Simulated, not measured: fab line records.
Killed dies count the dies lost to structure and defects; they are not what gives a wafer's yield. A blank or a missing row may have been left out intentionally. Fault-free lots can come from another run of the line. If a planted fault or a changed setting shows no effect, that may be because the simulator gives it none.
Problem report, 8D (eight disciplines) form, completed by code | flow sky130 | the parts of the form that need people (team, actions taken, sign-off) are left out

## 1. THE ISSUE
VIA4_HDPCVD_THK at SKY_VIA4_THK_MEAS_01 reads a mean of 2161 nm on 9 wafers of 3 lots; wafers without a fault read 1743 nm with a standard deviation of 21. That is +20 standard deviations from the usual mean.
Earliest sighting: wafer L774.2 on filmMetro-03 at day 43 12:17. The record has a number at this step for 36 wafers belonging to 12 lots. The rule behind "out" and "out of limits": a value lying over 4 standard deviations away from the usual mean. The rest of the wafers with a number are treated as sound.

## 2. WHAT IT IS, AND WHAT IT ISN'T
question                    | is                         | is not
which readings at this step | VIA4_HDPCVD_THK            | -
which lots                  | L774, L775, L777           | L769, L771, L772, L773, L785, L787, L789, L790, L791
which wafers of those lots  | all that have a number     | -
read on which gauges        | filmMetro-02, filmMetro-03 | filmMetro-04
when                        | from day 43 12:17          | up to then (12 sound wafers); but 15 sound wafers of L785, L787, L789, L790, L791 came after

## 3. WHAT RULES OUT EACH SUSPECT
Counting: a tool at a process step up to the reading stays a suspect if it ran every lot that is out and no sound lot after the first of them.
- the gauge at SKY_VIA4_THK_MEAS_01: ruled out. 2 gauges (filmMetro-02, filmMetro-03) read the wafers that are out.
- hdpcvd-02 at SKY_VIA4_HDPCVD_00 (deposits SiO2, target thk 1750 nm, time 291.7 s): ruled out as a lasting fault. Sound lots L785, L789, L790 ran on it after its first lot that is out, L774 (day 43 12:05).
Left after counting: nothing in the record.

## 4. THE CAUSE (what the simulator had put in)
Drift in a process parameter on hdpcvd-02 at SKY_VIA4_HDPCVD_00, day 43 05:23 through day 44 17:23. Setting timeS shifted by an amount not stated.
It was ruled out by counting, in error; the rule expects a fault to strike all lots run on its tool from its start on, and this fault did not.

## 5. SEQUENCE OF EFFECTS, ordered by route
Rows list readings where the struck wafers' mean (over those with a number) sits beyond 3 standard deviations from the usual. Only readings for which the record gives a usual standard deviation are gone through. hours: the time from each lot's start at the first step in this table that gives one to its start at this step, as a median over the lots. sigmas: the change in usual standard deviations.
hours | step                 | reading         | usual   | on struck wafers | change | sigmas
0     | SKY_VIA4_HDPCVD_00   | runLengthS      | 319.3 s | 389.3            | +70.0  | +99 or more
0     | SKY_VIA4_THK_MEAS_01 | VIA4_HDPCVD_THK | 1743 nm | 2161             | +418   | +20
Process steps it contains:
- SKY_VIA4_HDPCVD_00: deposits SiO2, target thk 1750 nm, time 291.7 s.

## 6. WHAT WOULD HAVE CAUGHT IT SOONER
In this record the first reading out of limits at a measuring or inspecting step was taken at day 43 12:17, 7 hours after the fault began at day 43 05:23.
Tool's own readings at SKY_VIA4_HDPCVD_00, runLengthS: out on all struck wafers the step has rows for; an alarm limit on them would have tripped on the first.
